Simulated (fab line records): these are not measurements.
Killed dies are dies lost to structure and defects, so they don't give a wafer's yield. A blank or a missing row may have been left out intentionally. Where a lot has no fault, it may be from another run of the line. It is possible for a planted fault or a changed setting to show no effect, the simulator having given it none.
Which of the tools did it? -- flow sky130 -- 33 wafers from 11 lots sampled at 6 of the route's 708 steps

WHAT THE GAUGES SHOWED, per wafer
SKY_LI_CONTACT_CD_MEAS_12: the cd target is 170 nm.
lot,measured,on,cdNm (nm)
L256,day 29 07:50,cdSem-01,170.4 169.8 170.5
L259,day 30 03:17,cdSem-01,169.7 170.1 168.6
L262,day 31 06:20,cdSem-01,170.1 171.0 171.5
L263,day 31 18:40,cdSem-01,169.5 169.1 169.8
L269,day 33 08:56,cdSem-02,168.0 169.5 167.8
L270,day 34 03:08,cdSem-02,169.5 172.0 171.1
L271,day 34 14:32,cdSem-01,171.6 170.9 171.4
L272,day 34 15:08,cdSem-02,171.8 170.6 171.7
L275,day 35 09:11,cdSem-02,169.0 168.8 169.7
L278,day 36 04:34,cdSem-02,169.0 168.2 169.3
L279,day 36 06:56,cdSem-02,169.0 170.1 167.6

SKY_LOCAL_INTERCONNECT_RS_MEAS_01: measurement is done with a four-point probe.
lot,measured,on,LOCAL_INTERCONNECT_TIN_RS (ohm/sq)
L256,day 29 09:13,filmMetro-02,14.20 14.17 14.13
L259,day 30 04:40,filmMetro-03,14.12 14.20 14.21
L262,day 31 07:43,filmMetro-04,14.19 14.23 14.24
L263,day 31 20:03,filmMetro-04,14.35 14.35 14.35
L269,day 33 10:20,filmMetro-03,14.20 14.08 14.06
L270,day 34 04:42,filmMetro-04,- - -
L271,day 34 15:56,filmMetro-04,- - -
L272,day 34 16:32,filmMetro-03,- - -
L275,day 35 10:34,filmMetro-02,14.19 14.02 14.07
L278,day 36 05:58,filmMetro-03,14.17 14.20 14.23
L279,day 36 08:20,filmMetro-03,14.13 14.02 13.95

SKY_LOCAL_INTERCONNECT_THK_MEAS_02: measures by xrf.
lot,measured,on,LOCAL_INTERCONNECT_TIN_THK (nm)
L256,day 29 09:20,filmMetro-02,99.8 99.8 100.2
L259,day 30 04:47,filmMetro-03,101.8 101.5 101.1
L262,day 31 07:50,filmMetro-04,99.9 99.4 100.2
L263,day 31 20:10,filmMetro-04,98.9 99.1 99.0
L269,day 33 10:27,filmMetro-03,101.1 101.7 102.2
L270,day 34 04:49,filmMetro-04,<0.0 <0.0 <0.0
L271,day 34 16:02,filmMetro-04,<0.0 <0.0 <0.0
L272,day 34 16:38,filmMetro-03,<0.0 <0.0 <0.0
L275,day 35 10:41,filmMetro-02,99.0 100.2 100.3
L278,day 36 06:05,filmMetro-03,101.2 100.8 100.8
L279,day 36 08:26,filmMetro-03,101.8 102.2 102.6

EACH LOT AND THE TOOL THAT RAN IT (in order: tool; ch and the chambers of the sampled wafers; start)
lot,SKY_LI_CONTACT_STRIP_16,SKY_LI_CONTACT_SPUTTER_19,SKY_LOCAL_INTERCONNECT_SPUTTER_00
L256,"plasmaAsher-03 ch 0,1, day 29 08:07","pvdSputter-04, day 29 08:25","pvdSputter-03, day 29 09:09"
L259,"plasmaAsher-02 ch 0,1, day 30 03:34","pvdSputter-01, day 30 03:52","pvdSputter-03, day 30 04:36"
L262,"plasmaAsher-02 ch 0,1, day 31 06:37","pvdSputter-04, day 31 06:55","pvdSputter-01, day 31 07:39"
L263,"plasmaAsher-02 ch 0,1, day 31 18:56","pvdSputter-01, day 31 19:14","pvdSputter-03, day 31 19:58"
L269,"plasmaAsher-02 ch 0,1, day 33 09:13","pvdSputter-01, day 33 09:31","pvdSputter-03, day 33 10:16"
L270,"plasmaAsher-04 ch 0,1, day 34 03:25","pvdSputter-02, day 34 03:43","pvdSputter-01, day 34 04:38"
L271,"plasmaAsher-03 ch 0,1, day 34 14:49","pvdSputter-04, day 34 15:05","pvdSputter-04, day 34 15:50"
L272,"plasmaAsher-04 ch 0,1, day 34 15:25","pvdSputter-01, day 34 15:42","pvdSputter-03, day 34 16:26"
L275,"plasmaAsher-03 ch 0,1, day 35 09:28","pvdSputter-04, day 35 09:46","pvdSputter-04, day 35 10:30"
L278,"plasmaAsher-04 ch 0,1, day 36 04:50","pvdSputter-01, day 36 05:08","pvdSputter-04, day 36 05:53"
L279,"plasmaAsher-02 ch 0,1, day 36 07:13","pvdSputter-01, day 36 07:29","pvdSputter-04, day 36 08:14"
- SKY_LI_CONTACT_STRIP_16: strips in O2/N2.
- SKY_LI_CONTACT_SPUTTER_19: material Ti, target thk 20 nm, time 106.37 s.
- SKY_LOCAL_INTERCONNECT_SPUTTER_00: material TiN, target thk 100 nm, time 83.3 s.

AS READ BY THE TOOLS THEMSELVES (means over the sampled wafers that have a number; for cases with no such wafer, the mark the record gives instead)
SKY_LI_CONTACT_STRIP_16.
lot,tool,drypumpMotorCurrentA (A),oesProductAu (a.u.),stripTimeToEndpointS (s)
L256,plasmaAsher-03,6.4,0.373,3.47
L259,plasmaAsher-02,6.2,0.379,3.51
L262,plasmaAsher-02,6.3,0.371,3.47
L263,plasmaAsher-02,6.2,0.374,3.44
L269,plasmaAsher-02,6.2,0.378,3.48
L270,plasmaAsher-04,5.3,0.379,3.53
L271,plasmaAsher-03,6.1,0.376,3.51
L272,plasmaAsher-04,5.3,0.372,3.49
L275,plasmaAsher-03,6.1,0.378,3.53
L278,plasmaAsher-04,5.3,0.370,3.48
L279,plasmaAsher-02,6.2,0.379,3.53

SKY_LI_CONTACT_SPUTTER_19.
lot,tool,cathodeDcPowerW (W),chamberPressurePa (Pa),throttleValvePct (%)
L256,pvdSputter-04,2500.1,4.996,30.3
L259,pvdSputter-01,2500.4,5.007,29.8
L262,pvdSputter-04,2500.1,4.998,30.3
L263,pvdSputter-01,2499.5,5.000,30.6
L269,pvdSputter-01,2499.9,5.008,30.5
L270,pvdSputter-02,2499.9,4.994,30.5
L271,pvdSputter-04,2500.5,5.004,30.3
L272,pvdSputter-01,2500.2,4.989,30.0
L275,pvdSputter-04,2500.0,4.994,30.1
L278,pvdSputter-01,2499.8,4.998,31.2
L279,pvdSputter-01,2500.0,4.998,30.7

SKY_LOCAL_INTERCONNECT_SPUTTER_00.
lot,tool,cathodeDcPowerW (W),chamberPressurePa (Pa),throttleValvePct (%)
L256,pvdSputter-03,6499.3,0.3993,30.2
L259,pvdSputter-03,6499.5,0.3998,31.3
L262,pvdSputter-01,6500.4,0.4001,30.5
L263,pvdSputter-03,6499.7,0.3993,30.8
L269,pvdSputter-03,6499.6,0.4003,32.0
L270,pvdSputter-01,-,-,-
L271,pvdSputter-04,-,-,-
L272,pvdSputter-03,-,-,-
L275,pvdSputter-04,6501.1,0.3995,30.2
L278,pvdSputter-04,6498.4,0.3999,30.1
L279,pvdSputter-04,6499.4,0.4004,30.7

THE ANSWER, worked out from the rows above alone
Rule: the lots themselves supply what counts as usual. Put in order of their means at a reading, lots are off if they are a third of the lots or fewer, leave a main group of 4 or more, and stand apart from it by a gap of 3 or more times the standard deviation of the main group's means; of several such gaps the widest counts. Not used: any main group whose means are identical at the precision the tables above print for the reading. Also off: a lot with no number at a reading for which 4 or more lots have one. Any other lot the step has rows for is counted as sound. The gauges are gone through in route order, then the tools' own readings, and for those a lot's mean is taken as printed above. The first step at which some lot is off is used, and at that step the reading that is off furthest; a lot without a number counts as furthest.
Off: L270, L271, L272, seen at SKY_LOCAL_INTERCONNECT_RS_MEAS_01 (LOCAL_INTERCONNECT_TIN_RS). Without a number there: L270, L271, L272. Mean 14.17 ohm/sq and standard deviation 0.089 in the main group.
A tool fits if, at a process step before that reading, it ran every lot that is off, and no sound lot after the first of them. The gauges at SKY_LOCAL_INTERCONNECT_RS_MEAS_01 aren't tried: what is off there is off at SKY_LOCAL_INTERCONNECT_SPUTTER_00 too, on other tools, and a gauge's error can't cause that. Of those tried, none fits.

WHAT WAS PUT IN BY THE SIMULATOR
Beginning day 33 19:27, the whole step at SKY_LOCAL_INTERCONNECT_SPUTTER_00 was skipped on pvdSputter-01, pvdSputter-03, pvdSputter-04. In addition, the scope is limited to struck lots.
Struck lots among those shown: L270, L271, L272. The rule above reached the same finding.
